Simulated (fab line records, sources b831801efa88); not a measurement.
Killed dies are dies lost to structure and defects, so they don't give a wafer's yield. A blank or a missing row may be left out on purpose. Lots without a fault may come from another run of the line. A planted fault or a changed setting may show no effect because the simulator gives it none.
One fault seen from 2 desks | flow gf180mcu | each desk has only its own numbers; what lay behind them comes last

THE TOOL OWNER'S DESK: implanter-01
The tool's own readings at GF_HV_LDD_IMPLANT_35: means of the sampled wafers that have a number, for each lot that ran on this tool. A lot is out of limits, marked OUT, if its mean lies more than 4 standard deviations from the usual mean; the brackets give that distance.
Columns: A = dose_ions_cm2 at GF_HV_LDD_IMPLANT_35, usual 7.499e+12; B = rotation_deg at GF_HV_LDD_IMPLANT_35, usual 180.00 degrees; C = tilt_deg at GF_HV_LDD_IMPLANT_35, usual 30.003 degrees
lot  | first seen here | A         | B      | C
L972 | day 11 20:57    | 7.492e+12 | 180.03 | 30.008
L973 | day 12 01:29    | 7.494e+12 | 180.01 | 29.994
L974 | day 12 08:32    | 7.495e+12 | 179.97 | 29.998
L976 | day 13 08:00    | 7.502e+12 | 179.99 | 29.998
L977 | day 13 17:12    | 7.497e+12 | 179.95 | 30.014
L978 | day 14 03:53    | 7.505e+12 | 179.97 | 30.020
L987 | day 16 21:23    | 7.509e+12 | 180.00 | -0.019 (-99 or more) OUT
L988 | day 17 04:22    | 7.509e+12 | 179.99 | 0.024 (-99 or more) OUT
This desk's finding: out of limits on L987, L988; first on L987, day 16 21:23 (tilt_deg at GF_HV_LDD_IMPLANT_35). In limits: L972, L973, L974, L976, L977, L978.

THE METROLOGY DESK
What the gauges read, lot by lot, whatever tool the lot ran on: means of the sampled wafers that have a number. A lot is out of limits, marked OUT, if its mean lies more than 4 standard deviations from the usual mean; the brackets give that distance.
Columns: A = HV_LDD_TW at GF_HV_LDD_TW_MEAS_11, usual 2391; B = HV_LDD_RS at GF_HV_LDD_RS_MEAS_53, usual 418.4 ohm/sq; C = cd_nm at GF_M1_CD_MEAS_14, usual 230.2 nm
lot  | first seen here | A    | B               | C
L972 | day 10 05:40    | 2429 | 416.9           | 230.3
L973 | day 10 09:58    | 2362 | 419.7           | 230.4
L974 | day 10 17:51    | 2422 | 419.0           | 230.5
L975 | day 11 09:00    | 2333 | 421.0           | 230.9
L976 | day 11 15:34    | 2341 | 417.0           | 231.2
L977 | day 11 23:44    | 2431 | 416.3           | 231.4
L978 | day 12 10:31    | 2354 | 418.7           | 229.5
L986 | day 14 17:24    | 2413 | 418.1           | 231.2
L987 | day 15 00:04    | 2332 | 374.1 (-40) OUT | 229.9
L988 | day 15 05:28    | 2344 | 374.1 (-40) OUT | 230.4
L991 | day 16 08:52    | 2431 | 419.1           | 227.8
L993 | day 16 23:06    | 2425 | 418.5           | 231.7
L995 | day 17 17:39    | 2351 | 418.3           | 229.8
This desk's finding: out of limits on L987, L988; first on L987, day 17 21:53 (HV_LDD_RS at GF_HV_LDD_RS_MEAS_53). In limits: L972, L973, L974, L975, L976, L977, L978, L986, L991, L993, L995.

PUT TOGETHER
The tool owner's desk could have raised an alarm at day 16 21:23, on L987, L988.
The metrology desk could have raised an alarm at day 17 21:53, on L987, L988.
Of the lots named, all ran GF_HV_LDD_IMPLANT_35 on implanter-01.

WHAT THE SIMULATOR HAD PUT IN
Process parameter drift: implanter-01, from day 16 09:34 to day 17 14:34, at GF_HV_LDD_IMPLANT_35. Setting tilt_deg, moved by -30, from 30. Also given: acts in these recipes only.
Lots struck among those shown: L987, L988.
Hours from the fault's start to each desk's first reading out of limits: the tool owner's desk, 12; the metrology desk, 36.
